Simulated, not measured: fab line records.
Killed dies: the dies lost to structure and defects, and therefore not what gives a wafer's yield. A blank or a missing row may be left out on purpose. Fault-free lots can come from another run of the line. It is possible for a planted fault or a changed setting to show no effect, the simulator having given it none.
Which tool is to blame? | flow gf180mcu | 14 lots, 42 wafers sampled, at 6 steps of a route of 602

## WHAT THE GAUGES READ, wafer by wafer
GF_HV_LDD_OVL_MEAS_32.
lot  | measured     | on         | HV_LDD_02_OVL (nm)
L221 | day 12 01:05 | overlay-02 | 3.7 1.6 0.9
L224 | day 12 21:17 | overlay-01 | 1.7 3.4 0.6
L225 | day 13 11:41 | overlay-01 | 0.9 2.8 2.3
L226 | day 13 17:56 | overlay-01 | -1.5 2.7 0.4
L227 | day 13 23:56 | overlay-01 | 0.5 2.3 1.1
L229 | day 14 13:10 | overlay-01 | 1.7 0.0 1.1
L228 | day 14 14:42 | overlay-02 | 0.5 0.9 1.0
L230 | day 14 21:05 | overlay-01 | -0.6 -0.5 1.1
L233 | day 15 15:14 | overlay-01 | 0.2 -0.5 2.4
L238 | day 17 13:54 | overlay-02 | 0.4 3.0 1.1
L240 | day 18 06:44 | overlay-01 | 1.0 -0.6 0.7
L242 | day 19 01:47 | overlay-02 | 1.6 0.7 0.1
L243 | day 19 06:34 | overlay-01 | 2.7 2.6 3.3
L244 | day 19 14:31 | overlay-02 | 1.9 4.2 3.2

GF_NSD_CD_MEAS_07 targets a cd of 400 nm.
lot  | measured     | on       | cdNm (nm)
L221 | day 13 21:49 | cdSem-02 | 402.4 400.4 399.6
L224 | day 14 18:55 | cdSem-01 | 397.8 398.4 399.0
L225 | day 15 09:48 | cdSem-02 | 397.4 400.8 400.3
L226 | day 15 17:09 | cdSem-01 | 401.5 400.2 398.8
L227 | day 15 23:22 | cdSem-02 | 397.9 398.1 397.4
L229 | day 16 13:09 | cdSem-01 | 396.6 398.9 396.8
L228 | day 16 14:20 | cdSem-02 | - 406.3 403.3
L230 | day 16 21:44 | cdSem-02 | 400.0 399.4 400.8
L233 | day 17 17:49 | cdSem-02 | 397.9 397.9 -
L238 | day 19 19:24 | cdSem-01 | 399.9 400.4 400.5
L240 | day 20 12:01 | cdSem-01 | 405.0 404.0 402.4
L242 | day 21 08:39 | cdSem-01 | 399.1 400.5 399.4
L243 | day 21 12:29 | cdSem-02 | 401.7 400.2 399.8
L244 | day 21 20:45 | cdSem-01 | 401.4 399.4 400.8

GF_NSD_OVL_MEAS_08.
lot  | measured     | on         | NSD_OVL (nm)
L221 | day 13 21:55 | overlay-02 | -1.4 -0.2 0.0
L224 | day 14 19:02 | overlay-01 | -2.1 -2.4 -2.2
L225 | day 15 09:55 | overlay-02 | 1.5 1.2 1.0
L226 | day 15 17:16 | overlay-01 | -1.6 -1.7 -1.5
L227 | day 15 23:28 | overlay-01 | -1.3 1.4 -1.0
L229 | day 16 13:16 | overlay-02 | -1.4 -0.8 -1.8
L228 | day 16 14:28 | overlay-02 | - 0.8 0.7
L230 | day 16 21:51 | overlay-01 | -0.3 1.3 0.9
L233 | day 17 17:55 | overlay-01 | 0.6 0.1 -
L238 | day 19 19:31 | overlay-02 | -0.5 -0.4 -1.0
L240 | day 20 12:07 | overlay-01 | -1.1 -1.2 -1.7
L242 | day 21 08:46 | overlay-01 | -0.3 -0.6 -0.6
L243 | day 21 12:36 | overlay-02 | 0.3 0.0 0.8
L244 | day 21 20:50 | overlay-02 | 0.1 -1.4 -0.5

GF_NSD_TW_MEAS_12.
lot  | measured     | on           | NSD_TW
L221 | day 13 22:22 | filmMetro-04 | 4282 4270 4267
L224 | day 14 19:28 | filmMetro-03 | 4221 4217 4213
L225 | day 15 10:21 | filmMetro-03 | 4185 4178 4194
L226 | day 15 17:42 | filmMetro-04 | 4248 4273 4282
L227 | day 15 23:55 | filmMetro-04 | 4247 4243 4258
L229 | day 16 13:43 | filmMetro-04 | 4288 4255 4262
L228 | day 16 14:54 | filmMetro-03 | 30 4197 4186
L230 | day 16 22:17 | filmMetro-03 | 4199 4182 4195
L233 | day 17 18:22 | filmMetro-01 | 4251 4243 30
L238 | day 19 19:58 | filmMetro-04 | 4264 4242 4273
L240 | day 20 12:34 | filmMetro-01 | 4259 4265 4259
L242 | day 21 09:12 | filmMetro-01 | 4216 4233 4249
L243 | day 21 13:02 | filmMetro-03 | 4231 4214 4209
L244 | day 21 21:17 | filmMetro-01 | 4242 4263 4242

## WHAT TOOL EACH LOT RAN ON (gives the tool, then ch and the chambers of the sampled wafers, and finally the start)
lot  | GF_HV_LDD_STRIP_37                  | GF_NSD_DEVELOP_06
L221 | plasmaAsher-02 ch 0,1, day 12 01:44 | lithoTrack-03 ch 0, day 13 21:41
L224 | plasmaAsher-04 ch 0,1, day 12 21:55 | lithoTrack-04 ch 0, day 14 18:47
L225 | plasmaAsher-02 ch 0,1, day 13 12:19 | lithoTrack-01 ch 0, day 15 09:39
L226 | plasmaAsher-02 ch 1, day 13 18:34   | lithoTrack-03 ch 0, day 15 17:01
L227 | plasmaAsher-04 ch 0,1, day 14 00:34 | lithoTrack-01 ch 0, day 15 23:13
L229 | plasmaAsher-04 ch 0,1, day 14 13:49 | lithoTrack-04 ch 0, day 16 13:00
L228 | plasmaAsher-03 ch 0,1, day 14 15:20 | lithoTrack-01 ch 0, day 16 14:11
L230 | plasmaAsher-02 ch 0,1, day 14 21:43 | lithoTrack-03 ch 0, day 16 21:35
L233 | plasmaAsher-04 ch 0, day 15 15:52   | lithoTrack-01 ch 0, day 17 17:40
L238 | plasmaAsher-04 ch 0,1, day 17 14:32 | lithoTrack-04 ch 0, day 19 19:15
L240 | plasmaAsher-03 ch 0, day 18 07:22   | lithoTrack-01 ch 0, day 20 11:52
L242 | plasmaAsher-04 ch 0,1, day 19 02:25 | lithoTrack-03 ch 0, day 21 08:31
L243 | plasmaAsher-02 ch 0,1, day 19 07:13 | lithoTrack-03 ch 0, day 21 12:20
L244 | plasmaAsher-04 ch 0,1, day 19 15:10 | lithoTrack-01 ch 0, day 21 20:37
- GF_HV_LDD_STRIP_37: strips in O2/N2.
- GF_NSD_DEVELOP_06: develop time 60 s.

## AS READ BY THE TOOLS THEMSELVES (means over the sampled wafers that have a number; for cases with no such wafer, the mark the record gives instead)
GF_HV_LDD_STRIP_37.
lot  | tool           | chamberPressureMTorr (mTorr) | drypumpMotorCurrentA (A) | heaterPowerW (W) | oesProductAu (a.u.) | platenTempC (C) | stripTimeToEndpointS (s)
L221 | plasmaAsher-02 | 1500.8                       | 5.75                     | 346              | 0.714               | 250.20          | 12.63
L224 | plasmaAsher-04 | 1500.3                       | 5.96                     | 360              | 0.714               | 250.09          | 12.59
L225 | plasmaAsher-02 | 1501.0                       | 5.74                     | 341              | 0.715               | 249.92          | 12.64
L226 | plasmaAsher-02 | 1500.0                       | 5.75                     | 344              | 0.719               | 249.99          | 12.65
L227 | plasmaAsher-04 | 1500.9                       | 5.94                     | 359              | 0.713               | 250.05          | 12.63
L229 | plasmaAsher-04 | 1501.3                       | 5.88                     | 368              | 0.708               | 249.93          | 12.60
L228 | plasmaAsher-03 | 1499.4                       | 5.64                     | 286              | 0.713               | 250.08          | 12.61
L230 | plasmaAsher-02 | 1500.8                       | 5.74                     | 337              | 0.717               | 249.87          | 12.67
L233 | plasmaAsher-04 | 1499.9                       | 6.05                     | 349              | 0.718               | 249.98          | 12.64
L238 | plasmaAsher-04 | 1499.9                       | 5.89                     | 369              | 0.709               | 250.03          | 12.67
L240 | plasmaAsher-03 | 1500.7                       | 5.61                     | 282              | 0.719               | 250.08          | 12.68
L242 | plasmaAsher-04 | 1500.1                       | 5.94                     | 358              | 0.718               | 249.80          | 12.65
L243 | plasmaAsher-02 | 1500.0                       | 5.75                     | 335              | 0.715               | 250.04          | 12.66
L244 | plasmaAsher-04 | 1499.7                       | 5.90                     | 372              | 0.715               | 249.84          | 12.65

## THE ANSWER, worked out from the rows above alone
Rule: usual is defined by the lots themselves. Put in order of their means at a reading, lots are off if they are a third of the lots or fewer, leave a main group of 4 or more, and stand apart from it by a gap of 3 or more times the standard deviation of the main group's means; of several such gaps the widest counts. A main group is skipped when, at the precision printed for the reading in the tables above, its means are all equal. A lot without any number at a reading at which 4 lots or more have one is off too. The other lots that the step has rows for count as sound. Order of review: gauges by route order, followed by the tools' own readings, for which a lot's mean as printed above is used. At the first step where some lot is off, the reading lying furthest off is the one used; lots without a number count as furthest.
Off: L228, L233, seen at GF_NSD_TW_MEAS_12 (NSD_TW). Mean 4239 and standard deviation 29 in the main group.
A tool fits if, at a process step before that reading, it ran every lot that is off, and no sound lot after the first of them. The gauges at GF_NSD_TW_MEAS_12 are tried like those tools. None of those tried fits.

## WHAT THE SIMULATOR HAD PUT IN
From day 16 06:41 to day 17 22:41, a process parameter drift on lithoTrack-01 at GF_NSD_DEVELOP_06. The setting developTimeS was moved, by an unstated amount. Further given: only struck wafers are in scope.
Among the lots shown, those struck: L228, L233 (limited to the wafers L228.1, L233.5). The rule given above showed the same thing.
